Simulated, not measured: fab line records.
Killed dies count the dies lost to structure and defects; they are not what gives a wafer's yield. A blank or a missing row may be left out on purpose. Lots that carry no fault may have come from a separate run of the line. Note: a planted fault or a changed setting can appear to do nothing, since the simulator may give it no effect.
A struck lot beside a sound one + flow sky130 + 15 out of 708 route steps
Sound: the wafers L920.1, L920.3, L920.5. Wafers struck: L913.2, L913.4, L913.5. The cause is named last.
At each step with rows: each side's tool, then ch and its chambers, then its first start. Under that, the readings that differ: sound wafers + struck wafers + difference of the means + sigmas: that difference in standard deviations of wafers without a fault.
alike: same words and numbers on both sides, and readings whose means sit less than 2 such deviations apart. not compared: any withheld reading, any reading some wafer has no value for, any bound like >300 that may hide the same value, and any number with overlapping values for which the record gives no deviation.
Wherever a step has rows on one side only, a row that says differs or no value, or a row with sigmas, the two part there. Numbers that don't overlap but have no deviation are shown without sigmas and don't part them. Lack of a reading on every wafer of one side parts them only where that side has two or more wafers.

SKY_VIA2_ETCH_14: etches BARC in N2/H2, stops on SiO2, time 45.9 s, target depth 60 nm.
  sound on rie_diel-04 ch 1,2,3, day 41 15:09; struck on rie_diel-03 ch 1,3, day 40 09:35
  alike: drypump_motor_current_A, h2_flow_sccm, oes_product_au, rf_fwd_power_W, throttle_valve_pct
  not compared: rf_hours_counter_h
SKY_VIA2_ETCH_15: etches SiO2 in C4F8/O2/Ar, stops on TiN, target depth 546 nm, time 84 s.
  sound on rie_diel-04 ch 1,2,3, day 41 15:11; struck on rie_diel-03 ch 1,3, day 40 09:37
| reading            | sound          | struck         | difference | sigmas |
|--------------------|----------------|----------------|------------|--------|
| rf_fwd_power_W (W) | 1494 1493 1493 | 1484 1473 1477 | -15        | -3     |
  alike: oes_product_au
  not compared: rf_hours_counter_h
then, 4 steps without rows for these wafers: SKY_VIA2_STRIP_16 (strips in O2/N2); SKY_VIA2_STRIP_17 (strips in post etch residue remover, time 1200 s); SKY_VIA2_CLEAN_18 (cleans in IPA, time 180 s); SKY_VIA2_CLEAN_19 (cleans in O3/DIW).
SKY_VIA2_SPUTTER_20: material TiN, target thk 20 nm, time 80 s.
  sound on pvd_sputter-03 at day 41 15:53; struck on pvd_sputter-03 at day 40 10:16
| reading                | sound          | struck         | difference | sigmas |
|------------------------|----------------|----------------|------------|--------|
| throttle_valve_pct (%) | 30.8 30.1 29.5 | 29.2 26.5 26.6 | -2.7       | -3     |
SKY_VIA2_CVD_21: deposits W, target thk 420 nm, time 126.4 s.
  sound on cvd_w-01 ch 0,1, day 41 15:58; struck on cvd_w-01 ch 0, day 40 10:20
  alike: heater_power_w, susceptor_temp_C
SKY_VIA2_RS_MEAS_22: measurement is done with a four-point probe.
  sound on film_metro-02 at day 41 16:05; struck on film_metro-01 at day 40 10:29
  alike: VIA2_W_RS
SKY_VIA2_THK_MEAS_23: measures by xrf.
  sound on film_metro-02 at day 41 16:13; struck on film_metro-01 at day 40 10:35
  alike: VIA2_W_THK
SKY_VIA2_CMP_24: polishes, stops on SiO2, t overpolish 20 s, target thk 0 nm.
  sound on cmp-02 ch 0,1,3, day 41 16:22; struck on cmp-02 ch 1,3, day 40 10:41
  alike: motor_current_A, overpolish_run_s, slurry_filter_dp_kPa, slurry_flow_ml_min, time_to_endpoint_s
then, 1 step without rows for these wafers: SKY_METAL3_SPUTTER_00 (material Ti, target thk 15 nm, time 10 s).
SKY_METAL3_SPUTTER_01: material TiN, target thk 20 nm, time 16.7 s.
  sound on pvd_sputter-03 at day 41 16:35; struck on pvd_sputter-04 at day 40 10:58
| reading                                    | sound             | struck            | difference | sigmas |
|--------------------------------------------|-------------------|-------------------|------------|--------|
| model.TiN_of_METAL3_SPUTTER_01.thk_nm (nm) | 19.86 20.14 20.06 | 23.67 23.48 23.75 | +3.61      |        |
  alike: throttle_valve_pct
then, 1 step without rows for these wafers: SKY_METAL3_SPUTTER_02 (material AlCu, target thk 735 nm, time 39.1 s).
SKY_PAD_OPEN_PROBE_99:
  the record holds rows for the sound wafers here (prober-01, day 50 04:18) but none for the struck ones

== WHERE THEY PART ==
Earliest at SKY_VIA2_ETCH_15; latest, in this record, at SKY_PAD_OPEN_PROBE_99.

WHY: what the simulator had put in
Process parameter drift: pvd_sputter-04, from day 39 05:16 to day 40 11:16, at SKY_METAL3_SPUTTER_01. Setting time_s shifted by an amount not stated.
